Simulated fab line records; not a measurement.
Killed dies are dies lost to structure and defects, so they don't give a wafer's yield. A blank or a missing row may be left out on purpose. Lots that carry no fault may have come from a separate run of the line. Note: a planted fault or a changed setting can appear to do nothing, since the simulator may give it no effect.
The tool behind it: which one? | flow sfq-line | 15 lots, 45 wafers sampled, at 2 steps of a route of 325

== WHAT THE GAUGES SHOWED, per wafer ==
SFQ_M6_RS_MEAS_938: the measuring method here is four-point-probe.
lot  | measured     | on            | M6_NB_RS (ohm/sq)
L335 | day 62 19:40 | film-metro-04 | 0.879 0.874 0.885
L336 | day 62 22:04 | film-metro-04 | 0.871 0.880 0.889
L337 | day 63 04:02 | film-metro-04 | 0.893 0.886 0.890
L338 | day 63 20:43 | film-metro-03 | 0.872 0.871 0.873
L339 | day 64 02:13 | film-metro-03 | 0.888 0.882 0.883
L340 | day 64 16:02 | film-metro-04 | 0.873 0.883 0.887
L341 | day 65 12:27 | film-metro-01 | 0.877 0.871 0.888
L344 | day 66 18:16 | film-metro-03 | 0.884 0.878 0.867
L345 | day 70 23:10 | film-metro-03 | 0.880 0.885 0.891
L346 | day 71 12:22 | film-metro-03 | 0.876 0.882 0.888
L348 | day 71 19:33 | film-metro-03 | 0.874 0.878 0.874
L349 | day 71 23:10 | film-metro-03 | 0.886 0.880 0.884
L350 | day 72 00:59 | film-metro-04 | 0.884 0.892 0.885
L351 | day 72 02:47 | film-metro-03 | 0.892 0.895 0.896
L352 | day 72 06:07 | film-metro-03 | 0.890 0.894 0.884

SFQ_M6_OVL_MEAS_940.
lot  | measured     | on         | M6_OVL (nm)
L335 | day 63 01:35 | overlay-02 | 2 0 3
L336 | day 63 04:05 | overlay-01 | 4 1 3
L337 | day 63 08:52 | overlay-01 | 6 1 -9
L338 | day 64 01:29 | overlay-01 | -13 4 -3
L339 | day 64 04:38 | overlay-01 | -8 2 -5
L340 | day 64 18:27 | overlay-02 | -4 5 -8
L341 | day 70 02:04 | overlay-01 | -5 9 -9
L344 | day 71 05:20 | overlay-01 | -3 -4 -7
L345 | day 74 00:29 | overlay-02 | -1 1 -1
L346 | day 74 19:31 | overlay-02 | 3 14 7
L348 | day 75 05:07 | overlay-02 | 9 -1 2
L349 | day 75 07:31 | overlay-02 | 10 10 4
L350 | day 75 08:44 | overlay-01 | -6 2 -7
L351 | day 75 12:20 | overlay-02 | 5 9 8
L352 | day 75 17:07 | overlay-02 | -3 -3 6

== EACH LOT AND THE TOOL THAT RAN IT (in order: tool; ch and the chambers of the sampled wafers; start) ==
There is no process step in the record ahead of these readings.

== AS READ BY THE TOOLS THEMSELVES (means over the sampled wafers that have a number; for cases with no such wafer, the mark the record gives instead) ==
The record holds no such reading with a usual standard deviation.

== THE ANSWER, worked out from the rows above alone ==
Rule: the usual values come from the lots themselves. The widest of any qualifying gaps counts: lots, ordered by their means at a reading, are off when they make up no more than a third of the lots, leave a main group of 4 or more, and stand apart from it by 3 or more times the standard deviation of that group's means. If all means in a main group match to the digits the tables above print for the reading, that group is not used. A lot without any number at a reading at which 4 lots or more have one is off too. All remaining lots with rows at the step are treated as sound. After the gauges, taken in route order, come the tools' own readings; for these a lot's mean is taken, as printed above. The first step at which some lot is off is used, and at that step the reading that is off furthest; a lot without a number counts as furthest.
No lot is off at any reading shown: from this, nothing can be told.

== WHAT THE SIMULATOR HAD INSERTED ==
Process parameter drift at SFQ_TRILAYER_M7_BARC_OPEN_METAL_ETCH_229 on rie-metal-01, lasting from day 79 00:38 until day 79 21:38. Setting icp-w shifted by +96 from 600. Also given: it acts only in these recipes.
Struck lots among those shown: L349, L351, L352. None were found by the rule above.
